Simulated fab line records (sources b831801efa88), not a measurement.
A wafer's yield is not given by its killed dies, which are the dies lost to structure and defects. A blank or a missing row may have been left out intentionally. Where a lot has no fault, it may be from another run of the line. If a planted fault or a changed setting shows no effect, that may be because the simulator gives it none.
Which tool did it?    flow gf180mcu    12 lots, 36 wafers sampled, at 4 steps of a route of 602

## WHAT EACH GAUGE READ, for each wafer
GF_TOP_METAL_CD_MEAS_14: target cd 440 nm. Usual: cd-nm 440.5 nm, standard deviation 2.1.
lot   measured      on         cd-nm (nm)         flag
L392  day 27 23:10  cd-sem-02  439.9 440.8 439.0  
L393  day 28 07:11  cd-sem-01  439.3 438.1 437.9  
L394  day 28 15:55  cd-sem-01  435.6 437.4 437.0  
L395  day 29 01:05  cd-sem-02  441.7 443.6 439.9  
L397  day 29 13:44  cd-sem-02  438.6 437.3 436.9  
L398  day 29 23:40  cd-sem-01  441.9 441.3 440.6  
L399  day 30 04:37  cd-sem-02  439.0 439.5 436.9  
L400  day 30 14:16  cd-sem-01  436.1 436.1 436.6  
L401  day 31 01:05  cd-sem-02  443.2 442.8 442.9  
L410  day 33 03:55  cd-sem-01  444.0 442.1 441.4  
L411  day 33 10:24  cd-sem-01  441.8 441.0 442.4  
L414  day 34 00:26  cd-sem-01  441.2 442.7 442.5  

GF_TOP_METAL_OVL_MEAS_15. Usual: TOP_METAL_OVL typically reads 0.2 nm, with standard deviation 1.5.
lot   measured      on          TOP_METAL_OVL (nm)        flag
L392  day 27 23:16  overlay-02  0.6 0.0 0.8               
L393  day 28 07:19  overlay-01  -2.8 -1.5 -2.8            
L394  day 28 16:00  overlay-01  0.6 1.3 -1.5              
L395  day 29 01:10  overlay-01  -1.5 -1.7 -0.6            
L397  day 29 13:49  overlay-01  -0.9 0.0 -2.1             
L398  day 29 23:47  overlay-02  -0.6 -1.1 -0.4            
L399  day 30 04:44  overlay-01  1.2 -0.9 -0.5             
L400  day 30 14:23  overlay-01  -0.1 0.0 -0.7             
L401  day 31 01:11  overlay-02  1.4 -1.0 -1.3             
L410  day 33 04:02  overlay-02  9.8 7.9 7.9 10.2 8.2 8.3  OFF
L411  day 33 10:31  overlay-01  5.4 8.0 7.7 6.4 8.9 8.2   OFF
L414  day 34 00:32  overlay-01  2.6 3.0 3.2               

## WHICH TOOL RAN EACH LOT (tool, then ch and the chambers of the sampled wafers, then the start)
lot   GF_M5_STRIP_11                        GF_TOP_METAL_EXPOSE_11
L392  plasma-asher-01 ch 0, day 26 03:46    iline-stepper-01 ch 0, day 27 13:20
L393  plasma-asher-02 ch 0,1, day 26 12:17  iline-stepper-01 ch 0, day 27 21:22
L394  plasma-asher-03 ch 0,1, day 26 21:04  iline-stepper-01 ch 0, day 28 06:10
L395  plasma-asher-02 ch 0,1, day 27 06:20  iline-stepper-01 ch 0, day 28 16:02
L397  plasma-asher-02 ch 0,1, day 27 20:39  iline-stepper-02 ch 0, day 29 04:25
L398  plasma-asher-03 ch 0,1, day 28 06:10  iline-stepper-01 ch 0, day 29 14:49
L399  plasma-asher-03 ch 0,1, day 28 13:05  iline-stepper-01 ch 0, day 29 19:46
L400  plasma-asher-01 ch 0,1, day 28 22:07  iline-stepper-01 ch 0, day 30 05:31
L401  plasma-asher-02 ch 0,1, day 29 09:54  iline-stepper-02 ch 0, day 30 16:18
L410  plasma-asher-01 ch 0,1, day 31 16:08  iline-stepper-01 ch 0, day 32 20:13
L411  plasma-asher-03 ch 0,1, day 31 22:20  iline-stepper-01 ch 0, day 33 02:38
L414  plasma-asher-01 ch 1, day 32 14:16    iline-stepper-02 ch 0, day 33 17:26
- GF_M5_STRIP_11: strips in O2/N2.
- GF_TOP_METAL_EXPOSE_11: exposes mask MetalTop, target cd 440 nm.

## WHAT THE TOOLS THEMSELVES READ (means of the sampled wafers that have a number; where no wafer has one, the mark that the record gives instead)
GF_M5_STRIP_11. Usual: drypump-motor-current-A 5.5 A, standard deviation 0.31; heater-power-w 317 W, standard deviation 31; oes-product-au 0.522 a.u., standard deviation 0.005; strip-time-to-endpoint-s 7.02 s, standard deviation 0.048.
lot   tool             drypump-motor-current-A (A)  heater-power-w (W)  oes-product-au (a.u.)  strip-time-to-endpoint-s (s)  flag
L392  plasma-asher-01  5.3                          290                 0.523                  7.12                          
L393  plasma-asher-02  6.0                          320                 0.521                  6.99                          
L394  plasma-asher-03  5.4                          355                 0.523                  7.05                          
L395  plasma-asher-02  5.7                          302                 0.522                  7.05                          
L397  plasma-asher-02  6.0                          320                 0.523                  7.03                          
L398  plasma-asher-03  5.5                          356                 0.526                  7.06                          
L399  plasma-asher-03  5.3                          334                 0.524                  6.99                          
L400  plasma-asher-01  5.4                          286                 0.521                  7.03                          
L401  plasma-asher-02  5.7                          302                 0.530                  7.05                          
L410  plasma-asher-01  5.4                          287                 0.520                  7.04                          
L411  plasma-asher-03  5.4                          350                 0.523                  7.05                          
L414  plasma-asher-01  5.5                          289                 0.523                  7.00                          

GF_TOP_METAL_EXPOSE_11. Usual: reticle-temp-C 23.01 C, standard deviation 0.095.
lot   tool              reticle-temp-C (C)  flag
L392  iline-stepper-01  22.90               
L393  iline-stepper-01  22.93               
L394  iline-stepper-01  23.04               
L395  iline-stepper-01  23.00               
L397  iline-stepper-02  22.99               
L398  iline-stepper-01  22.99               
L399  iline-stepper-01  22.96               
L400  iline-stepper-01  23.04               
L401  iline-stepper-02  23.01               
L410  iline-stepper-01  22.86               
L411  iline-stepper-01  23.02               
L414  iline-stepper-02  23.00               

## THE ANSWER, worked out from the rows above alone
Rule: a lot is off if the mean of its wafers that have a number lies more than 3 standard deviations from the usual mean. Also off: a lot with no number at a reading for which 4 or more lots have one. Where the step has rows for the other lots, those lots are counted as sound. Order of review: gauges by route order, followed by the tools' own readings, for which a lot's mean as printed above is used. The first step at which some lot is off is used, and at that step the reading that is off furthest; a lot without a number counts as furthest.
Off: L410, L411, seen at GF_TOP_METAL_OVL_MEAS_15 (TOP_METAL_OVL).
A tool fits if, at a process step before that reading, it ran every lot that is off, and no sound lot after the first of them. The gauges at GF_TOP_METAL_OVL_MEAS_15 are tried like those tools. One fits: GF_TOP_METAL_EXPOSE_11 on iline-stepper-01. A fault onset in the window from L400 (day 30 05:31, its last sound lot) to L410 (day 32 20:13, its first lot off) fits.

## WHAT HAD BEEN PUT IN BY THE SIMULATOR
Scanner matching overlay: iline-stepper-01, from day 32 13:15 on, at GF_TOP_METAL_EXPOSE_11. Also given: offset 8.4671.
Lots struck among those shown: L410, L411. Same finding as the rule above.
